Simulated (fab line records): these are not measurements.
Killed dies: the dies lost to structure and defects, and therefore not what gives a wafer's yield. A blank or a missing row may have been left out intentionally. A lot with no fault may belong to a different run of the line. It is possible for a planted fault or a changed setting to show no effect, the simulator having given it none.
Matching of chambers ; flow sky130 ; SKY_FIELD_ISO_ETCH_15 on rie_diel-03 has 4 sister chambers
The step etches the open film in CHF3/O2, stops on Si, target depth 180 nm, time 72 s. 8 wafers are shown with their chamber, then 8 later ones without.

== WAFERS WITH THEIR CHAMBER ==
wafer;chamber;drypump_motor_current_A (A);throttle_valve_pct (%)
L723.4;0;4.9;8.870
L726.5;3;5.9;8.862
L728.1;0;4.9;8.843
L728.6;1;5.0;8.859
L729.1;2;5.6;8.858
L729.3;3;5.9;8.860
L729.6;2;5.6;8.843
L730.2;1;4.9;8.853

== WAFERS WITH NO CHAMBER GIVEN ==
wafer;drypump_motor_current_A (A);throttle_valve_pct (%)
L730.5;4.9;8.856
L730.6;4.9;8.861
L736.1;5.9;8.850
L736.2;5.0;8.862
L736.4;5.5;8.855
L738.2;4.9;8.853
L738.5;5.9;8.856
L738.6;5.6;8.848

== EACH ONE'S CHAMBER ==
wafer;from the rows above;in truth
L730.5;can't be placed: 0 or 1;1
L730.6;can't be placed: 0 or 1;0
L736.1;3;3
L736.2;can't be placed: 1 or 0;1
L736.4;2;2
L738.2;can't be placed: 0 or 1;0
L738.5;3;3
L738.6;2;2
Correct placement for 4 of the 8. Can't be placed from these rows: 4 (the true chamber is among the candidates in 4). Number placed wrongly: 0.
How it was worked out, from the rows above alone: a wafer's distance from a chamber is the root of the sum, over the readings, of the square of ((its reading less the chamber's mean) divided by the reading's scatter). The wafer belongs to the nearest chamber; if the next one is less than 2 further off, it can't be placed. The mean given for a chamber averages the wafers shown for that chamber. The scatter: the root of (the sum of the squares of (reading less its chamber's mean) over the shown wafers, divided by (wafers less chambers)).
